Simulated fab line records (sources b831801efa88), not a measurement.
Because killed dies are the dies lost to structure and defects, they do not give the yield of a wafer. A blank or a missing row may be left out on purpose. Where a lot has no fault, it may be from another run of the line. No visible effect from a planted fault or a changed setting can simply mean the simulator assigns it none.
What tool caused it? | flow sky130 | 14 lots with 39 wafers sampled at 4 steps, on a route of 708 steps

## WHAT THE GAUGES READ, wafer by wafer
SKY_PWDE_OVL_MEAS_07. Usual: PWDE_OVL gives 0.1 nm (standard deviation 1.4).
lot  | measured    | on         | PWDE_OVL (nm)  | flag
L327 | day 4 06:23 | overlay-02 | -0.5 0.2 0.2   |
L328 | day 4 12:14 | overlay-01 | -1.3 -1.0 -1.4 |
L329 | day 4 12:35 | overlay-02 | 0.0 -0.7 0.5   |
L330 | day 4 18:59 | overlay-02 | 2.6 1.0 2.0    |
L331 | day 4 22:47 | overlay-01 | 0.9 1.0 0.9    |
L332 | day 5 01:58 | overlay-01 | 0.9 0.1 1.2    |
L333 | day 5 06:47 | overlay-02 | -3.3 -3.1      |
L334 | day 5 12:47 | overlay-02 | 0.9 2.0 1.3    |
L336 | day 5 19:41 | overlay-02 | -1.5 -2.9 -2.5 |
L335 | day 5 20:32 | overlay-02 | -0.2 -1.6      |
L337 | day 6 03:35 | overlay-01 | 0.3 2.0 1.5    |
L344 | day 7 19:20 | overlay-02 | 0.4 0.3 -0.6   |
L347 | day 8 16:32 | overlay-02 | -1.1 -0.3 0.1  |
L350 | day 9 05:32 | overlay-01 | 2.1 0.8        |

SKY_SPACER_THK_MEAS_01. Usual: SPACER_CVD_00_THK gives 42.9 nm (standard deviation 0.37).
lot  | measured     | on            | SPACER_CVD_00_THK (nm) | flag
L327 | day 23 22:59 | film metro-04 | 43.2 42.8 42.7         |
L328 | day 24 10:00 | film metro-02 | 42.7 43.2 43.3         |
L329 | day 24 07:03 | film metro-03 | 43.4 43.2 43.7         |
L330 | day 24 19:05 | film metro-03 | 43.1 42.9 43.2         |
L331 | day 25 00:19 | film metro-04 | 42.7 42.7 42.8         |
L332 | day 25 06:49 | film metro-02 | 43.2 43.5 43.5         |
L333 | day 25 14:34 | film metro-03 | 42.5 42.5              |
L334 | day 26 03:32 | film metro-02 | 43.1 43.4 43.2         |
L336 | day 26 16:02 | film metro-04 | 42.6 42.6 42.9         |
L335 | day 26 16:05 | film metro-04 | 42.9 42.6              |
L337 | day 26 21:08 | film metro-03 | 43.0 42.7 42.9         |
L344 | day 29 08:14 | film metro-02 | 44.1 44.2 43.8         | OFF
L347 | day 30 11:31 | film metro-02 | 44.6 44.7 44.3         | OFF
L350 | day 30 23:22 | film metro-04 | 42.5 42.4              |

SKY_LOCAL_INTERCONNECT_RS_MEAS_01: a four-point-probe measurement. Usual: LOCAL_INTERCONNECT_TIN_RS gives 14.06 ohm/sq (standard deviation 0.17).
lot  | measured     | on            | LOCAL_INTERCONNECT_TIN_RS (ohm/sq) | flag
L327 | day 30 00:47 | film metro-01 | 14.29 14.19 14.02                  |
L328 | day 30 13:37 | film metro-03 | 14.09 14.09 14.08                  |
L329 | day 30 09:06 | film metro-01 | 13.97 13.76 13.85                  |
L330 | day 30 19:20 | film metro-01 | 13.96 13.89 13.93                  |
L331 | day 31 02:24 | film metro-03 | 14.00 13.98 14.31                  |
L332 | day 31 05:47 | film metro-04 | 14.26 14.20 14.17                  |
L333 | day 31 12:21 | film metro-04 | 13.84 13.91                        |
L334 | day 32 04:26 | film metro-04 | 14.13 14.21 14.16                  |
L336 | day 32 12:10 | film metro-04 | 13.92 14.18 14.13                  |
L335 | day 32 12:46 | film metro-03 | 14.08 14.08                        |
L337 | day 32 19:25 | film metro-04 | 13.82 13.76 13.91                  |
L344 | day 35 03:01 | film metro-04 | 14.17 14.23 14.44                  |
L347 | day 36 05:33 | film metro-01 | 13.87 13.99 14.13                  |
L350 | day 36 15:51 | film metro-03 | 13.99 13.96                        |

## TOOL THAT RAN EACH LOT (tool first, then ch and the chambers of the sampled wafers, then the start)
lot  | SKY_LI_CONTACT_SPUTTER_20
L327 | pvd sputter-03, day 30 00:04
L328 | pvd sputter-02, day 30 12:52
L329 | pvd sputter-01, day 30 08:06
L330 | pvd sputter-02, day 30 18:34
L331 | pvd sputter-03, day 31 01:38
L332 | pvd sputter-02, day 31 05:04
L333 | pvd sputter-02, day 31 11:36
L334 | pvd sputter-02, day 32 00:49
L336 | pvd sputter-01, day 32 11:26
L335 | pvd sputter-02, day 32 11:47
L337 | pvd sputter-03, day 32 18:41
L344 | pvd sputter-01, day 35 02:15
L347 | pvd sputter-03, day 36 04:48
L350 | pvd sputter-02, day 36 15:05
- SKY_LI_CONTACT_SPUTTER_20: material TiN, target thk 20 nm, time 80 s.

## WHAT THE TOOLS THEMSELVES READ (means of the sampled wafers that have a number; where no wafer has one, the mark that the record gives instead)
SKY_LI_CONTACT_SPUTTER_20. Usual: throttle valve pct reads 29.8 % (standard deviation 1).
lot  | tool           | throttle valve pct (%) | flag
L327 | pvd sputter-03 | 29.6                   |
L328 | pvd sputter-02 | 29.7                   |
L329 | pvd sputter-01 | 30.4                   |
L330 | pvd sputter-02 | 29.3                   |
L331 | pvd sputter-03 | 30.0                   |
L332 | pvd sputter-02 | 29.5                   |
L333 | pvd sputter-02 | 29.4                   |
L334 | pvd sputter-02 | 29.6                   |
L336 | pvd sputter-01 | 30.3                   |
L335 | pvd sputter-02 | 29.4                   |
L337 | pvd sputter-03 | 30.0                   |
L344 | pvd sputter-01 | 30.4                   |
L347 | pvd sputter-03 | 28.8                   |
L350 | pvd sputter-02 | 29.5                   |

## THE ANSWER, worked out from the rows above alone
Rule: take the mean of a lot's wafers that have a number; if it is more than 3 standard deviations from the usual mean, the lot is off. Also off: a lot with no number at a reading for which 4 or more lots have one. Any other lot the step has rows for is counted as sound. First the gauges in route order, then the tools' own readings, where a lot's mean is used as printed above. The first step at which some lot is off is used, and at that step the reading that is off furthest; a lot without a number counts as furthest.
Off: at SKY_SPACER_THK_MEAS_01 (SPACER_CVD_00_THK), L344, L347.
A tool fits if, at a process step before that reading, it ran every lot that is off, and no sound lot after the first of them. Those tools and the gauges at SKY_SPACER_THK_MEAS_01 are tried in the same way. One fits: film metro-02 at SKY_SPACER_THK_MEAS_01. Its last sound lot is L334 (day 26 03:32), its first lot that is off L344 (day 29 08:14): a fault that began between those two fits.

## WHAT HAD BEEN PUT IN BY THE SIMULATOR
Metrology matching offset: film metro-02, from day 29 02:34 on, at SKY_SPACER_THK_MEAS_01. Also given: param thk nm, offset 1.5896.
Lots struck among those shown: L344, L347. The rule above reached the same finding.
